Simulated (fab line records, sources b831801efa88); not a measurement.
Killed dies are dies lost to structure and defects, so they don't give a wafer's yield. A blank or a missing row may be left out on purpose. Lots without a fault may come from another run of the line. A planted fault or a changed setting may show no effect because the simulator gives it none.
fab line records | flow gf180mcu
record lots=5 wafers=15 last_day=33
route steps=602 shown M2@363 V2@382
lots that met no fault: from a run of the same line without faults
start_h: hours from the record's first day to the start of the lot's first wafer shown | wait_h: hours since the lot's step before | " the same as in the row above | L1.1+2: a row that stands for several wafers | - no value, or no start given | * or withheld: withheld | < > ~ a bound
route shown NAME@n: a module of which the file shows steps, and the number in the route of the first | usual: mean/standard deviation of fault-free wafers | same: alike in all rows | chamber/n: place in a boat | sites: the reading at each site | _std_site: their standard deviation | _edge_site: outer sites' mean less inner sites' | radius_mm: how far each site lies from the wafer's centre | mask NAME#n: copy n | behind: the tool/chamber that last shaped the wafer | hold: why the lot was held/for how many hours/how that ended | device: the transistor (n, p or np) that didn't switch | end of line: the same wafers' tests at the end of the route | a step without rows: its recipe alone | killed: dies lost to structure and defects at the first sort, not the wafer's yield | map: a wafer's dies, x killed, . not, _ none there
set.NAME: the setting as run; set.NAME@STEP: as run at that earlier step | model.NAME: the simulator's own value behind a step, which no gauge read
lots at some steps of the route; a table a step, a row a wafer
services: from which hour (start_h, from the record's first day; less than 0 if before it) a tool's chamber was out of use, for how many hours, and why
## steps
# step GF_M2_SPUTTER_01
# recipe material=TiN target_thk_nm=30 power_w=6500 time_s=25 chamber_pressure_pa=0.4
# usual throttle_valve_pct=29.9/1.3
# columns lot.wafer tool chamber start_h wait_h throttle_valve_pct
L076.1 pvd_sputter-01 - 434.76 0.1 28.9
L076.2 " - " " 29.4
L076.3 " - " " 29.8
L079.2 pvd_sputter-04 - 461.57 0.1 29.3
L079.5 " - " " 30.0
L079.6 " - " " 28.9
L082.2 pvd_sputter-01 - 484.76 0.1 32.6
L082.3 " - " " 29.5
L082.4 " - " " 30.0
L083.1 pvd_sputter-01 - 492.38 0.1 29.9
L083.3 " - " " 32.6
L083.6 " - " " 32.4
L094.2 pvd_sputter-01 - 586.60 0.1 32.8
L094.3 " - " " 29.2
L094.6 " - " " 32.5
# step GF_M2_SPUTTER_02
# recipe material=AlCu target_thk_nm=450 power_w=10600 time_s=23.9 chamber_pressure_pa=0.4
# usual throttle_valve_pct=29.9/1.2
# columns lot.wafer tool chamber start_h wait_h throttle_valve_pct
L076.1 pvd_sputter-01 - 434.79 0.0 29.0
L076.2 " - " " 29.3
L076.3 " - " " 30.3
L079.2 pvd_sputter-04 - 461.60 0.0 28.9
L079.5 " - " " 30.0
L079.6 " - " " 29.1
L082.2 pvd_sputter-01 - 484.79 0.0 32.6
L082.3 " - " " 29.2
L082.4 " - " " 30.2
L083.1 pvd_sputter-01 - 492.41 0.0 30.1
L083.3 " - " " 32.6
L083.6 " - " " 32.4
L094.2 pvd_sputter-01 - 586.63 0.0 32.6
L094.3 " - " " 29.2
L094.6 " - " " 32.1
# step GF_M2_SPUTTER_03
# recipe material=Ti target_thk_nm=10 substrate_temp_c=300 chamber_pressure_pa=0.3 power_w=2960 time_s=6.7
# usual throttle_valve_pct=29.9/1.2
# columns lot.wafer tool chamber start_h wait_h throttle_valve_pct
L076.1 pvd_sputter-01 - 434.82 0.0 29.1
L076.2 " - " " 29.6
L076.3 " - " " 30.0
L079.2 pvd_sputter-04 - 461.63 0.0 29.4
L079.5 " - " " 29.5
L079.6 " - " " 28.9
L082.2 pvd_sputter-01 - 484.82 0.0 32.4
L082.3 " - " " 29.6
L082.4 " - " " 30.4
L083.1 pvd_sputter-01 - 492.44 0.0 30.1
L083.3 " - " " 32.5
L083.6 " - " " 32.2
L094.2 pvd_sputter-01 - 586.66 0.0 32.5
L094.3 " - " " 29.0
L094.6 " - " " 32.6
# step GF_M2_SPUTTER_04
# recipe material=TiN target_thk_nm=50 power_w=6500 time_s=41.7 chamber_pressure_pa=0.4
# usual throttle_valve_pct=29.9/1.3
# columns lot.wafer tool chamber start_h wait_h throttle_valve_pct
L076.1 pvd_sputter-01 - 434.84 0.0 28.8
L076.2 " - " " 29.4
L076.3 " - " " 30.2
L079.2 pvd_sputter-04 - 461.65 0.0 29.0
L079.5 " - " " 30.0
L079.6 " - " " 28.9
L082.2 pvd_sputter-01 - 484.84 0.0 32.4
L082.3 " - " " 29.7
L082.4 " - " " 29.9
L083.1 pvd_sputter-01 - 492.46 0.0 30.0
L083.3 " - " " 32.5
L083.6 " - " " 32.3
L094.2 pvd_sputter-01 - 586.68 0.0 32.4
L094.3 " - " " 29.1
L094.6 " - " " 32.4
# step GF_M2_RS_MEAS_05
# recipe thk_meas_gauge=four-point-probe reads=TiN_of_M2_SPUTTER_04+Ti_of_M2_SPUTTER_03+AlCu_of_M2_SPUTTER_02+TiN_of_M2_SPUTTER_01+Ti_of_M2_SPUTTER_00
# usual M2_ALCU_RS=0.0691/0.00058
# columns lot.wafer tool chamber start_h wait_h M2_ALCU_RS[ohm/sq]
L076.1 film_metro-04 - 434.88 0.0 0.0701
L076.2 " - " " 0.0701
L076.3 " - " " 0.0695
L079.2 film_metro-02 - 461.71 0.0 0.0686
L079.5 " - " " 0.0686
L079.6 " - " " 0.0682
L082.2 film_metro-02 - 484.90 0.0 0.0691
L082.3 " - " " 0.0699
L082.4 " - " " 0.0690
L083.1 film_metro-02 - 492.50 0.0 0.0694
L083.3 " - " " 0.0692
L083.6 " - " " 0.0690
L094.2 film_metro-03 - 586.74 0.0 0.0700
L094.3 " - " " 0.0698
L094.6 " - " " 0.0698
# step GF_M2_THK_MEAS_06
# recipe thk_meas_gauge=xrf reads=AlCu_of_M2_SPUTTER_02
# usual M2_ALCU_THK=456/5.2
# columns lot.wafer tool chamber start_h wait_h M2_ALCU_THK[nm]
L076.1 film_metro-04 - 435.00 0.1 453
L076.2 " - " " 456
L076.3 " - " " 457
L079.2 film_metro-02 - 461.82 0.1 459
L079.5 " - " " 458
L079.6 " - " " 461
L082.2 film_metro-02 - 485.01 0.1 454
L082.3 " - " " 453
L082.4 " - " " 455
L083.1 film_metro-02 - 492.62 0.1 452
L083.3 " - " " 456
L083.6 " - " " 456
L094.2 film_metro-03 - 586.85 0.1 445
L094.3 " - " " 448
L094.6 " - " " 447
# step GF_M2_DEHYDRATE_07
# recipe temp_c=200 time_s=60
# usual resist_line_temp_C=22.99/0.099
# columns lot.wafer tool chamber start_h wait_h resist_line_temp_C
L076.1 litho_track-04 0 446.37 11.4 23.18
L076.2 " 0 " " 23.05
L076.3 " 0 " " 23.12
L079.2 litho_track-04 0 472.90 11.1 22.91
L079.5 " 0 " " 23.16
L079.6 " 0 " " 22.91
L082.2 litho_track-04 0 496.25 11.2 23.00
L082.3 " 0 " " 22.83
L082.4 " 0 " " 22.96
L083.1 litho_track-04 0 503.77 11.1 22.95
L083.3 " 0 " " 23.06
L083.6 " 0 " " 23.02
L094.2 litho_track-03 0 596.37 9.5 23.05
L094.3 " 0 " " 23.01
L094.6 " 0 " " 22.98
# step GF_M2_HMDS_08
# recipe prime_time_s=60 prime_temp_c=120
# usual resist_line_temp_C=22.98/0.1
# columns lot.wafer tool chamber start_h wait_h resist_line_temp_C
L076.1 litho_track-04 0 446.52 0.1 23.04
L076.2 " 0 " " 22.97
L076.3 " 0 " " 22.91
L079.2 litho_track-04 0 473.05 0.1 23.02
L079.5 " 0 " " 22.99
L079.6 " 0 " " 23.04
L082.2 litho_track-04 0 496.40 0.1 23.10
L082.3 " 0 " " 23.03
L082.4 " 0 " " 22.98
L083.1 litho_track-04 0 503.92 0.1 23.01
L083.3 " 0 " " 22.90
L083.6 " 0 " " 22.94
L094.2 litho_track-03 0 596.52 0.1 23.04
L094.3 " 0 " " 23.19
L094.6 " 0 " " 22.99
# step GF_M2_COAT_09
# recipe resist=KrF spin_rpm=withheld resist_thk_nm=1000
# usual resist_line_temp_C=22.99/0.093
# columns lot.wafer tool chamber start_h wait_h resist_line_temp_C
L076.1 litho_track-04 0 446.67 0.1 22.94
L076.2 " 0 " " 22.97
L076.3 " 0 " " 23.04
L079.2 litho_track-04 0 473.20 0.1 23.11
L079.5 " 0 " " 23.03
L079.6 " 0 " " 23.05
L082.2 litho_track-04 0 496.55 0.1 23.06
L082.3 " 0 " " 23.02
L082.4 " 0 " " 23.11
L083.1 litho_track-04 0 504.07 0.1 23.09
L083.3 " 0 " " 23.14
L083.6 " 0 " " 22.88
L094.2 litho_track-03 0 596.67 0.1 22.93
L094.3 " 0 " " 22.95
L094.6 " 0 " " 22.79
# step GF_M2_SOFTBAKE_10
# recipe temp_c=130 time_s=60 resist=KrF
# usual resist_line_temp_C=22.99/0.093
# columns lot.wafer tool chamber start_h wait_h resist_line_temp_C
L076.1 litho_track-04 0 446.82 0.1 22.88
L076.2 " 0 " " 23.00
L076.3 " 0 " " 22.87
L079.2 litho_track-04 0 473.35 0.1 23.07
L079.5 " 0 " " 22.98
L079.6 " 0 " " 22.93
L082.2 litho_track-04 0 496.70 0.1 23.14
L082.3 " 0 " " 23.05
L082.4 " 0 " " 23.17
L083.1 litho_track-04 0 504.22 0.1 23.10
L083.3 " 0 " " 22.97
L083.6 " 0 " " 22.99
L094.2 litho_track-03 0 596.82 0.1 23.02
L094.3 " 0 " " 22.97
L094.6 " 0 " " 23.07
# step GF_M2_EXPOSE_11
# recipe mask_id=Metal2 target_cd_nm=280 na=0.68 source_shape=conventional sigma_outer=0.6 dose_mj=28
# usual stage_vel_mm_s=499.99/0.23
# columns lot.wafer tool chamber start_h wait_h mask stage_vel_mm_s
L076.1 krf_scanner-01 0 - - Metal2#0 499.90
L076.2 " 0 " " Metal2#0 500.25
L076.3 " 0 " " Metal2#0 500.07
L079.2 krf_scanner-02 0 - - Metal2#0 499.99
L079.5 " 0 " " Metal2#0 499.77
L079.6 " 0 " " Metal2#0 499.89
L082.2 krf_scanner-01 0 - - Metal2#0 499.96
L082.3 " 0 " " Metal2#0 499.79
L082.4 " 0 " " Metal2#0 499.89
L083.1 krf_scanner-01 0 - - Metal2#0 500.12
L083.3 " 0 " " Metal2#0 499.90
L083.6 " 0 " " Metal2#0 500.10
L094.2 krf_scanner-02 0 - - Metal2#0 500.01
L094.3 " 0 " " Metal2#0 499.93
L094.6 " 0 " " Metal2#0 499.96
# step GF_M2_PEB_12
# recipe peb_temp_c=135 peb_time_s=90 resist=KrF
# usual resist_line_temp_C=22.99/0.12
# columns lot.wafer tool chamber start_h wait_h resist_line_temp_C
L076.1 litho_track-04 0 - - 22.94
L076.2 " 0 " " 22.96
L076.3 " 0 " " 23.06
L079.2 litho_track-02 0 - - 22.86
L079.5 " 0 " " 23.01
L079.6 " 0 " " 22.89
L082.2 litho_track-02 0 - - 23.13
L082.3 " 0 " " 23.08
L082.4 " 0 " " 23.16
L083.1 litho_track-04 0 - - 22.86
L083.3 " 0 " " 22.87
L083.6 " 0 " " 23.01
L094.2 litho_track-03 0 - - 23.03
L094.3 " 0 " " 23.05
L094.6 " 0 " " 22.93
# step GF_M2_DEVELOP_13
# recipe develop_time_s=60 dev_temp_c=21
# usual resist_line_temp_C=23.01/0.1
# same develop_time_s=60
# columns lot.wafer tool chamber start_h wait_h resist_line_temp_C
L076.1 litho_track-04 0 459.62 0.2 23.00
L076.2 " 0 " " 23.02
L076.3 " 0 " " 22.95
L079.2 litho_track-02 0 485.18 0.2 23.15
L079.5 " 0 " " 23.12
L079.6 " 0 " " 23.03
L082.2 litho_track-02 0 508.63 0.2 23.09
L082.3 " 0 " " 23.06
L082.4 " 0 " " 23.05
L083.1 litho_track-04 0 515.77 0.2 22.94
L083.3 " 0 " " 23.07
L083.6 " 0 " " 22.96
L094.2 litho_track-03 0 606.67 0.2 22.83
L094.3 " 0 " " 22.93
L094.6 " 0 " " 23.09
# step GF_M2_CD_MEAS_14
# recipe target_cd_nm=280
# usual cd_nm=279.8/1.3
# columns lot.wafer tool chamber start_h wait_h cd_nm
L076.1 cd_sem-01 - 459.77 0.1 278.8
L076.2 " - " " 278.4
L076.3 " - " " 278.3
L079.2 cd_sem-01 - 485.33 0.1 280.9
L079.5 " - " " 280.4
L079.6 " - " " 279.8
L082.2 cd_sem-01 - 508.78 0.1 279.2
L082.3 " - " " 278.7
L082.4 " - " " 279.5
L083.1 cd_sem-02 - 515.92 0.1 281.0
L083.3 " - " " 280.1
L083.6 " - " " 279.9
L094.2 cd_sem-01 - 606.81 0.1 277.7
L094.3 " - " " 278.5
L094.6 " - " " 279.2
# step GF_M2_OVL_MEAS_15
# usual M2_OVL=0/4.8
# columns lot.wafer tool chamber start_h wait_h M2_OVL[nm]
L076.1 overlay-01 - 459.89 0.1 -1
L076.2 " - " " -1
L076.3 " - " " -1
L079.2 overlay-01 - 485.43 0.1 -8
L079.5 " - " " -3
L079.6 " - " " -8
L082.2 overlay-01 - 508.88 0.1 -4
L082.3 " - " " 0
L082.4 " - " " -4
L083.1 overlay-01 - 516.04 0.1 7
L083.3 " - " " 5
L083.6 " - " " 7
L094.2 overlay-01 - 606.92 0.1 9
L094.3 " - " " -1
L094.6 " - " " 1
# step GF_M2_METAL_ETCH_16
# recipe chemistry=Cl2/BCl3 mask_material=KrF target_depth_nm=750.8 stop_on=SiO2 pressure_mtorr=8 icp_w=800 bias_w=140 Cl2_flow_sccm=80 bcl3_flow_sccm=40 time_s=125.1
# usual drypump_motor_current_A=5.5/0.53 he_backside_leak_sccm=3.4/0.41 oes_product_au=0.992/0.0054 throttle_valve_pct=28.228/0.01
# columns lot.wafer tool chamber start_h wait_h drypump_motor_current_A he_backside_leak_sccm oes_product_au rf_hours_counter_h throttle_valve_pct
L076.1 rie_metal-02 1 459.93 0.0 5.7 3.3 0.994 8 28.221
L076.2 " 1 " " 5.8 3.2 0.990 - 28.224
L076.3 " 1 " " 5.8 5.6 0.985 - 28.248
L079.2 rie_metal-01 0 485.46 0.0 4.9 3.3 0.999 9 28.229
L079.5 " 0 " " 4.9 3.4 1.006 - 28.223
L079.6 " 1 " " 5.4 3.3 0.990 - 28.229
L082.2 rie_metal-02 0 508.91 0.0 6.5 3.3 1.001 0 28.219
L082.3 " 1 " " 5.7 3.1 0.991 - 28.236
L082.4 " 0 " " 6.4 3.3 0.996 - 28.224
L083.1 rie_metal-02 0 516.08 0.0 6.4 3.2 0.996 0 28.229
L083.3 " 1 " " 5.8 3.2 0.988 - 28.232
L083.6 " 0 " " 6.5 3.2 1.001 - 28.231
L094.2 rie_metal-02 1 606.95 0.0 5.7 3.2 0.981 12 28.223
L094.3 " 0 " " 6.5 3.1 0.991 - 28.245
L094.6 " 0 " " 6.5 3.2 0.999 - 28.237
# step GF_M2_STRIP_17
# recipe chemistry=O2/N2 power_w=1400 pressure_mtorr=1500 platen_temp_c=250 o2_flow_sccm=3000 n2_flow_sccm=300 overash_fraction=0.5
# usual drypump_motor_current_A=5.5/0.51 heater_power_w=296/16 oes_product_au=0.537/0.0048 strip_time_to_endpoint_s=7.37/0.051
# columns lot.wafer tool chamber start_h wait_h drypump_motor_current_A heater_power_w oes_product_au rf_hours_counter_h strip_time_to_endpoint_s
L076.1 plasma_asher-04 1 460.19 0.2 5.0 278 0.538 78 7.40
L076.2 " 0 " " 5.7 312 0.547 78 7.36
L076.3 " 0 " " 5.7 310 0.540 - 7.40
L079.2 plasma_asher-04 0 485.59 0.1 5.7 309 0.529 81 7.29
L079.5 " 0 " " 5.7 315 0.531 - 7.32
L079.6 " 1 " " 5.0 276 0.538 - 7.30
L082.2 plasma_asher-03 1 509.04 0.1 6.0 305 0.532 71 7.25
L082.3 " 1 " " 6.0 297 0.546 - 7.44
L082.4 " 0 " " 6.4 275 0.536 - 7.33
L083.1 plasma_asher-02 1 516.21 0.1 4.9 324 0.538 8 7.32
L083.3 " 0 " " 5.3 296 0.539 - 7.37
L083.6 " 0 " " 5.3 295 0.539 - 7.30
L094.2 plasma_asher-03 1 607.08 0.1 6.0 298 0.540 81 7.40
L094.3 " 1 " " 6.0 297 0.531 - 7.34
L094.6 " 0 " " 6.4 267 0.540 - 7.42
# step GF_M2_STRIP_18
# recipe chemistry=post_etch_residue_remover time_s=1200 temp_c=72.5
# columns lot.wafer tool chamber start_h wait_h
L076.1+2+3 wet_bench-04 0 460.29 0.1
L079.2+5+6 wet_bench-01 3 485.69 0.1
L082.2+3+4 wet_bench-04 3 509.14 0.1
L083.1+3+6 wet_bench-01 0 516.31 0.1
L094.2+3+6 wet_bench-02 1 607.18 0.1
# step GF_M2_CLEAN_19
# recipe chemistry=DIW dry=n2_spin
# columns lot.wafer tool chamber start_h wait_h
L076.1+2+3 wet_bench-02 0 460.66 0.0
L079.2+5+6 wet_bench-02 0 486.04 0.0
L082.2+3+4 wet_bench-01 3 509.49 0.0
L083.1+3+6 wet_bench-02 1 516.65 0.0
L094.2+3+6 wet_bench-04 3 607.52 0.0
# step GF_V2_CVD_00
# recipe material=SiO2 target_thk_nm=600 sigma_open_frac=0.3 temp_c=400 time_s=100 sih4_flow_sccm=60 pressure_mtorr=6
# columns lot.wafer tool chamber start_h wait_h
L076.1+2+3 hdpcvd-01 0,1,1 460.76 0.0
L079.2+5+6 hdpcvd-01 2,0,2 486.22 0.0
L082.2+3+4 hdpcvd-02 1,0,2 509.58 0.0
L083.1+3+6 hdpcvd-01 1,2,2 516.74 0.0
L094.2+3+6 hdpcvd-01 2,1,0 607.61 0.0
# step GF_V2_THK_MEAS_01
# recipe reads=SiO2_of_V2_CVD_00
# usual V2_CVD_00_THK=597/7.1
# columns lot.wafer tool chamber start_h wait_h V2_CVD_00_THK[nm]
L076.1 film_metro-03 - 460.87 0.1 597
L076.2 " - " " 603
L076.3 " - " " 596
L079.2 film_metro-04 - 486.30 0.0 614
L079.5 " - " " 618
L079.6 " - " " 615
L082.2 film_metro-03 - 509.66 0.0 584
L082.3 " - " " 593
L082.4 " - " " 593
L083.1 film_metro-03 - 516.81 0.0 583
L083.3 " - " " 592
L083.6 " - " " 581
L094.2 film_metro-04 - 607.69 0.0 596
L094.3 " - " " 595
L094.6 " - " " 599
# step GF_V2_CVD_02
# recipe material=SiO2 target_thk_nm=850 precursor=TEOS temp_c=400 time_s=94.851 rf_w=600
# usual heater_power_w=632/130
# columns lot.wafer tool chamber start_h wait_h heater_power_w since_wet_clean_h
L076.1 pecvd-04 0 460.93 0.1 781 78
L076.2 " 1 " " 523 78
L076.3 " 2 " " 447 78
L079.2 pecvd-02 1 486.35 0.0 785 312
L079.5 " 1 " " 858 -
L079.6 " 2 " " 412 -
L082.2 pecvd-01 2 509.71 0.0 548 543
L082.3 " 1 " " 695 543
L082.4 " 2 " " 567 -
L083.1 pecvd-04 0 516.87 0.1 730 134
L083.3 " 2 " " 444 134
L083.6 " 1 " " 582 -
L094.2 pecvd-04 1 607.74 0.0 533 225
L094.3 " 2 " " 535 225
L094.6 " 2 " " 558 -
# step GF_V2_THK_MEAS_03
# recipe reads=SiO2_of_V2_CVD_02
# usual V2_CVD_02_THK=852/11
# columns lot.wafer tool chamber start_h wait_h V2_CVD_02_THK[nm]
L076.1 film_metro-04 - 461.00 0.0 848
L076.2 " - " " 857
L076.3 " - " " 850
L079.2 film_metro-04 - 486.43 0.0 852
L079.5 " - " " 857
L079.6 " - " " 883
L082.2 film_metro-01 - 509.79 0.0 848
L082.3 " - " " 860
L082.4 " - " " 853
L083.1 film_metro-04 - 516.94 0.0 833
L083.3 " - " " 850
L083.6 " - " " 852
L094.2 film_metro-04 - 607.82 0.0 828
L094.3 " - " " 835
L094.6 " - " " 846
# step GF_V2_CMP_04
# recipe material=SiO2 down_force_psi=4 platen_rpm=60 pad_velocity_m_s=0.94248
# usual motor_current_A=11.5/1.2 time_to_endpoint_s=81/6
# columns lot.wafer tool chamber start_h wait_h motor_current_A time_to_endpoint_s
L076.1 cmp-01 3 461.06 0.1 13.5 78
L076.2 " 0 " " 11.3 84
L076.3 " 2 " " 13.1 90
L079.2 cmp-01 0 486.79 0.4 11.4 86
L079.6 " 2 " " 12.6 97
L079.5 " 3 " " 14.3 85
L082.3 cmp-01 2 509.89 0.1 12.3 87
L082.2 " 3 " " 13.7 76
L082.4 " 0 " " 11.3 80
L083.3 cmp-02 2 517.05 0.1 12.3 80
L083.1 " 0 " " 11.1 72
L083.6 " 2 " " 12.0 75
L094.3 cmp-01 3 607.92 0.1 12.8 75
L094.2 " 0 " " 11.1 74
L094.6 " 3 " " 13.3 83
# step GF_V2_BOW_MEAS_05
# recipe mode=bow
# usual V2_BOW=99/8.3
# columns lot.wafer tool chamber start_h wait_h V2_BOW[um]
L076.1 film_metro-01 - 461.36 0.2 122
L076.2 " - " " 109
L076.3 " - " " 113
L079.2 film_metro-04 - 487.01 0.2 110
L079.5 " - " " 95
L079.6 " - " " 99
L082.2 film_metro-04 - 510.16 0.2 88
L082.3 " - " " 92
L082.4 " - " " 93
L083.1 film_metro-03 - 517.30 0.1 102
L083.3 " - " " 98
L083.6 " - " " 97
L094.2 film_metro-03 - 608.19 0.2 102
L094.3 " - " " 100
L094.6 " - " " 104
# step GF_V2_DEHYDRATE_06
# recipe temp_c=200 time_s=60
# usual resist_line_temp_C=23.00/0.097
# columns lot.wafer tool chamber start_h wait_h resist_line_temp_C
L076.1 litho_track-02 0 472.66 11.3 23.06
L076.2 " 0 " " 23.12
L076.3 " 0 " " 23.16
L079.2 litho_track-02 0 498.23 11.2 23.10
L079.5 " 0 " " 22.88
L079.6 " 0 " " 22.98
L082.2 litho_track-02 0 521.28 11.1 22.81
L082.3 " 0 " " 23.04
L082.4 " 0 " " 23.09
L083.1 litho_track-01 0 528.25 10.9 22.92
L083.3 " 0 " " 22.96
L083.6 " 0 " " 22.96
L094.2 litho_track-02 0 618.13 9.9 23.14
L094.3 " 0 " " 23.03
L094.6 " 0 " " 23.14
# step GF_V2_HMDS_07
# recipe prime_time_s=60 prime_temp_c=120
# usual resist_line_temp_C=22.99/0.1
# columns lot.wafer tool chamber start_h wait_h resist_line_temp_C
L076.1 litho_track-02 0 472.81 0.1 23.05
L076.2 " 0 " " 23.13
L076.3 " 0 " " 23.14
L079.2 litho_track-02 0 498.38 0.1 22.79
L079.5 " 0 " " 22.94
L079.6 " 0 " " 22.87
L082.2 litho_track-02 0 521.43 0.1 23.09
L082.3 " 0 " " 23.07
L082.4 " 0 " " 22.93
L083.1 litho_track-01 0 528.40 0.1 23.00
L083.3 " 0 " " 22.93
L083.6 " 0 " " 22.97
L094.2 litho_track-02 0 618.28 0.1 22.96
L094.3 " 0 " " 22.77
L094.6 " 0 " " 22.86
# step GF_V2_COAT_08
# recipe resist=BARC temp_c=withheld time_s=withheld spin_rpm=withheld resist_thk_nm=withheld
# usual resist_line_temp_C=*
# columns lot.wafer tool chamber start_h wait_h resist_line_temp_C
L076.1 litho_track-02 0 472.96 0.1 *
L076.2 " 0 " " *
L076.3 " 0 " " *
L079.2 litho_track-02 0 498.53 0.1 *
L079.5 " 0 " " *
L079.6 " 0 " " *
L082.2 litho_track-02 0 521.58 0.1 *
L082.3 " 0 " " *
L082.4 " 0 " " *
L083.1 litho_track-01 0 528.55 0.1 *
L083.3 " 0 " " *
L083.6 " 0 " " *
L094.2 litho_track-02 0 618.43 0.1 *
L094.3 " 0 " " *
L094.6 " 0 " " *
# step GF_V2_COAT_09
# recipe resist=KrF spin_rpm=withheld resist_thk_nm=1000
# usual resist_line_temp_C=23.00/0.098
# columns lot.wafer tool chamber start_h wait_h resist_line_temp_C
L076.1 litho_track-02 0 - - 23.06
L076.2 " 0 " " 23.04
L076.3 " 0 " " 23.06
L079.2 litho_track-02 0 - - 22.99
L079.5 " 0 " " 23.25
L079.6 " 0 " " 23.03
L082.2 litho_track-02 0 - - 22.99
L082.3 " 0 " " 22.95
L082.4 " 0 " " 22.98
L083.1 litho_track-01 0 - - 22.99
L083.3 " 0 " " 22.86
L083.6 " 0 " " 23.05
L094.2 litho_track-02 0 - - 22.97
L094.3 " 0 " " 23.12
L094.6 " 0 " " 23.20
# step GF_V2_SOFTBAKE_10
# recipe temp_c=130 time_s=60 resist=KrF
# usual resist_line_temp_C=22.99/0.11
# columns lot.wafer tool chamber start_h wait_h resist_line_temp_C
L076.1 litho_track-02 0 - - 22.94
L076.2 " 0 " " 22.93
L076.3 " 0 " " 23.00
L079.2 litho_track-02 0 - - 23.13
L079.5 " 0 " " 22.99
L079.6 " 0 " " 22.89
L082.2 litho_track-02 0 - - 23.11
L082.3 " 0 " " 23.00
L082.4 " 0 " " 23.04
L083.1 litho_track-01 0 - - 22.89
L083.3 " 0 " " 22.93
L083.6 " 0 " " 22.82
L094.2 litho_track-02 0 - - 23.15
L094.3 " 0 " " 23.06
L094.6 " 0 " " 23.25
# step GF_V2_EXPOSE_11
# recipe mask_id=Via2 target_cd_nm=260 na=0.68 source_shape=conventional sigma_outer=0.6 dose_mj=38
# usual stage_vel_mm_s=500.05/0.24
# columns lot.wafer tool chamber start_h wait_h mask stage_vel_mm_s
L076.1 krf_scanner-01 0 - - Via2#0 500.41
L076.2 " 0 " " Via2#0 500.31
L076.3 " 0 " " Via2#0 499.98
L079.2 krf_scanner-02 0 - - Via2#0 499.92
L079.5 " 0 " " Via2#0 499.84
L079.6 " 0 " " Via2#0 499.71
L082.2 krf_scanner-02 0 - - Via2#0 499.65
L082.3 " 0 " " Via2#0 499.51
L082.4 " 0 " " Via2#0 499.43
L083.1 krf_scanner-01 0 - - Via2#0 499.92
L083.3 " 0 " " Via2#0 499.87
L083.6 " 0 " " Via2#0 499.97
L094.2 krf_scanner-02 0 - - Via2#0 500.42
L094.3 " 0 " " Via2#0 499.77
L094.6 " 0 " " Via2#0 500.13
# step GF_V2_PEB_12
# recipe peb_temp_c=135 peb_time_s=92.96 resist=KrF
# usual plate_sensor_t_centre_C=136.13/0.01 plate_sensor_t_edge_C=136.29/0.0095 resist_line_temp_C=22.98/0.12
# columns lot.wafer tool chamber start_h wait_h plate_sensor_t_centre_C plate_sensor_t_edge_C resist_line_temp_C
L076.1 litho_track-03 0 - - 136.12 136.31 23.06
L076.2 " 0 " " 136.11 136.31 22.93
L076.3 " 0 " " 136.14 136.28 23.09
L079.2 litho_track-03 0 - - 136.12 136.28 22.83
L079.5 " 0 " " 136.13 136.3 22.80
L079.6 " 0 " " 136.13 136.29 22.75
L082.2 litho_track-01 0 - - 136.13 136.31 22.70
L082.3 " 0 " " 136.12 136.29 22.91
L082.4 " 0 " " 136.15 136.28 22.90
L083.1 litho_track-03 0 - - 136.12 136.28 22.89
L083.3 " 0 " " 136.14 136.31 23.03
L083.6 " 0 " " 136.15 136.29 23.09
L094.2 litho_track-01 0 - - 136.13 136.3 22.86
L094.3 " 0 " " 136.15 136.29 22.82
L094.6 " 0 " " 136.13 136.29 22.97
# step GF_V2_DEVELOP_13
# recipe develop_time_s=60 resist=KrF dev_temp_c=21
# usual resist_line_temp_C=23.00/0.087
# same develop_time_s=60
# columns lot.wafer tool chamber start_h wait_h resist_line_temp_C
L076.1 litho_track-03 0 484.69 0.2 22.94
L076.2 " 0 " " 23.15
L076.3 " 0 " " 23.02
L079.2 litho_track-03 0 510.67 0.2 22.95
L079.5 " 0 " " 22.83
L079.6 " 0 " " 22.92
L082.2 litho_track-01 0 533.17 0.2 23.06
L082.3 " 0 " " 23.05
L082.4 " 0 " " 23.07
L083.1 litho_track-03 0 540.09 0.2 23.04
L083.3 " 0 " " 22.94
L083.6 " 0 " " 23.06
L094.2 litho_track-01 0 628.57 0.2 23.01
L094.3 " 0 " " 22.98
L094.6 " 0 " " 22.93
# step GF_V2_CD_MEAS_14
# recipe target_cd_nm=260
# usual cd_nm=260.1/1.4
# columns lot.wafer tool chamber start_h wait_h cd_nm
L076.1 cd_sem-02 - 484.84 0.1 260.8
L076.2 " - " " 260.3
L076.3 " - " " 260.2
L079.2 cd_sem-01 - 510.81 0.1 258.4
L079.5 " - " " 259.1
L079.6 " - " " 258.5
L082.2 cd_sem-02 - 533.32 0.1 260.3
L082.3 " - " " 258.6
L082.4 " - " " 258.8
L083.1 cd_sem-02 - 540.24 0.1 258.6
L083.3 " - " " 260.5
L083.6 " - " " 260.3
L094.2 cd_sem-01 - 628.72 0.1 261.4
L094.3 " - " " 260.4
L094.6 " - " " 258.7
# step GF_V2_OVL_MEAS_15
# usual V2_OVL=-1/6.1
# columns lot.wafer tool chamber start_h wait_h V2_OVL[nm]
L076.1 overlay-01 - 484.96 0.1 2
L076.2 " - " " 1
L076.3 " - " " 3
L079.2 overlay-01 - 510.92 0.1 -9
L079.5 " - " " 8
L079.6 " - " " -1
L082.2 overlay-02 - 533.42 0.1 -8
L082.3 " - " " -8
L082.4 " - " " -12
L083.1 overlay-02 - 540.36 0.1 3
L083.3 " - " " 2
L083.6 " - " " 5
L094.2 overlay-02 - 628.82 0.1 -5
L094.3 " - " " -4
L094.6 " - " " -2
## services
# columns tool chamber start_h hours kind
hdpcvd-01 - 435.37 2.9 repair
krf_scanner-02 - 441.46 3.6 pm
rie_metal-02 0 452.98 15.7 repair
krf_scanner-01 - 456.44 0.4 repair
krf_scanner-02 - 458.80 0.8 pm
hdpcvd-01 2 460.34 3.9 repair
pvd_sputter-04 - 469.33 85.3 repair
krf_scanner-01 - 478.08 1.0 pm
krf_scanner-01 - 480.09 1.3 pm
krf_scanner-01 - 485.71 0.8 pm
krf_scanner-02 - 488.25 1.3 pm
cmp-01 - 502.62 1.7 repair
krf_scanner-02 - 511.48 1.0 pm
pvd_sputter-04 - 520.45 4.7 repair
pvd_sputter-01 - 523.33 1.2 repair
hdpcvd-01 - 539.25 15.0 pm
krf_scanner-01 - 540.35 0.4 repair
krf_scanner-01 - 543.28 64.3 repair
krf_scanner-02 - 562.94 0.4 repair
krf_scanner-01 - 594.25 0.4 repair
krf_scanner-01 - 613.88 2.1 repair
krf_scanner-02 - 615.74 0.2 repair
pvd_sputter-01 - 619.37 4.2 repair
krf_scanner-02 - 627.60 0.8 pm
## key
fault none
